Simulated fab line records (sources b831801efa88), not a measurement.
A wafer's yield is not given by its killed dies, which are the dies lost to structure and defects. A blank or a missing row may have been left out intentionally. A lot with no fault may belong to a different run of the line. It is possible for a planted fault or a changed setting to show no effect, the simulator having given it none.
A single fault, viewed from 2 desks | flow sfq-line | what lay behind the numbers comes last; until then each desk has only its own

## FROM THE METROLOGY DESK
What the gauges read, lot by lot, whatever tool the lot ran on: means of the sampled wafers that have a number. Marked OUT: a lot whose mean sits more than 4 standard deviations from the usual mean, which makes it out of limits; the brackets give that distance.
Columns: A = C5_OVL at SFQ_C5_OVL_MEAS_937, usual 1 nm
lot  | first seen here | A
L169 | day 66 13:33    | 3
L170 | day 66 17:09    | -2
L171 | day 66 18:22    | 4
L173 | day 72 11:56    | -1
L174 | day 72 14:20    | 2
L175 | day 72 20:20    | 1
L176 | day 73 01:08    | 6
L177 | day 73 11:56    | -2
L178 | day 74 03:39    | 10
L179 | day 75 00:04    | -6
L182 | day 75 20:28    | -2
L184 | day 76 09:40    | 4
L191 | day 78 06:22    | -10
L192 | day 78 08:46    | -2
Finding of this desk: none of the 14 lots has anything out of limits.

## AT THE TOOL OWNER'S DESK: cmp-01
The tool's own readings at SFQ_TRILAYER_I4_CMP_CMP_100 (polishes SiO2): means of the sampled wafers that have a number, for each lot that ran on this tool. Marked OUT: a lot whose mean sits more than 4 standard deviations from the usual mean, which makes it out of limits; the brackets give that distance.
Columns: A = motor-current-A at SFQ_TRILAYER_I4_CMP_CMP_100, usual 10.2 A; B = slurry-flow-ml-min at SFQ_TRILAYER_I4_CMP_CMP_100, usual 149.9; C = time-to-endpoint-s at SFQ_TRILAYER_I4_CMP_CMP_100, usual 215 s
lot  | first seen here | A    | B     | C
L170 | day 39 00:52    | 10.7 | 150.5 | 212
L171 | day 39 22:14    | 10.1 | 150.2 | 205
L175 | day 43 00:34    | 10.8 | 149.9 | 216
L177 | day 44 07:04    | 10.7 | 150.2 | 217
L178 | day 45 20:23    | 9.9  | 150.2 | 210
L179 | day 46 09:52    | 9.7  | 150.0 | 116 (-10) OUT
L182 | day 47 09:46    | 10.2 | 149.6 | 115 (-10) OUT
Finding of this desk: L179, L182 out of limits; the first was L179 at day 46 09:52, on time-to-endpoint-s at SFQ_TRILAYER_I4_CMP_CMP_100. L170, L171, L175, L177, L178: within limits.

## TAKEN TOGETHER
On L179, L182, at day 46 09:52, an alarm was possible from the tool owner's desk.
Nothing out of limits was seen by the metrology desk.
The metrology desk has L179, L182 on record, within its limits.
Of the lots named, all ran SFQ_TRILAYER_I4_CMP_CMP_100 on cmp-01.

## WHAT HAD BEEN PUT IN BY THE SIMULATOR
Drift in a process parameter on cmp-01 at SFQ_TRILAYER_I4_CMP_CMP_100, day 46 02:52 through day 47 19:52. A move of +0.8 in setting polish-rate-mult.
Shown lots that were struck: L179, L182.
Hours from the fault's start to each desk's first reading out of limits: the tool owner's desk, 7.
